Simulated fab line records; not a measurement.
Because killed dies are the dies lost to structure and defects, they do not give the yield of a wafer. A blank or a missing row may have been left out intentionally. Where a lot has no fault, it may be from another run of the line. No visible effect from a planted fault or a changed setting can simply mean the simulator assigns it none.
The tool behind it: which one? -- flow sky130 -- 17 wafers from 6 lots sampled at 2 of the route's 708 steps

## WHAT EACH GAUGE READ, for each wafer
SKY_NWELL_OVL_MEAS_23.
lot,measured,on,NWELL_01_OVL (nm)
L306,day 5 13:15,overlay-01,-0.9 -1.5 -0.4
L311,day 7 02:51,overlay-02,0.2 0.3 0.2
L312,day 7 11:22,overlay-02,0.3 1.4 0.7
L317,day 8 11:37,overlay-01,-0.6 0.8
L324,day 10 06:12,overlay-01,-0.9 -1.1 -1.3
L326,day 10 23:37,overlay-02,0.7 -0.5 -0.7

## WHICH TOOL RAN EACH LOT (tool, then ch and the chambers of the sampled wafers, then the start)
lot,SKY_FIELD_ISO_ETCH_14
L306,"rie-diel-01 ch 1,2,3, day 2 09:56"
L311,"rie-diel-01 ch 2,3, day 3 17:38"
L312,"rie-diel-02 ch 0,1,3, day 3 23:24"
L317,"rie-diel-02 ch 0,1, day 4 21:41"
L324,"rie-diel-01 ch 1,2,3, day 6 07:08"
L326,"rie-diel-01 ch 1,2, day 6 21:26"
- SKY_FIELD_ISO_ETCH_14: etches BARC in N2/H2, stops on SiO2, time 45.9 s, target depth 60 nm.

## THE ANSWER, worked out from the rows above alone
Rule: what is usual is taken from the lots themselves. Put in order of their means at a reading, lots are off if they are a third of the lots or fewer, leave a main group of 4 or more, and stand apart from it by a gap of 3 or more times the standard deviation of the main group's means; of several such gaps the widest counts. If all means in a main group match to the digits the tables above print for the reading, that group is not used. Also off: a lot with no number at a reading for which 4 or more lots have one. All remaining lots with rows at the step are treated as sound.
None of the lots is off at any reading shown; this tells nothing.

## WHAT THE SIMULATOR PUT IN
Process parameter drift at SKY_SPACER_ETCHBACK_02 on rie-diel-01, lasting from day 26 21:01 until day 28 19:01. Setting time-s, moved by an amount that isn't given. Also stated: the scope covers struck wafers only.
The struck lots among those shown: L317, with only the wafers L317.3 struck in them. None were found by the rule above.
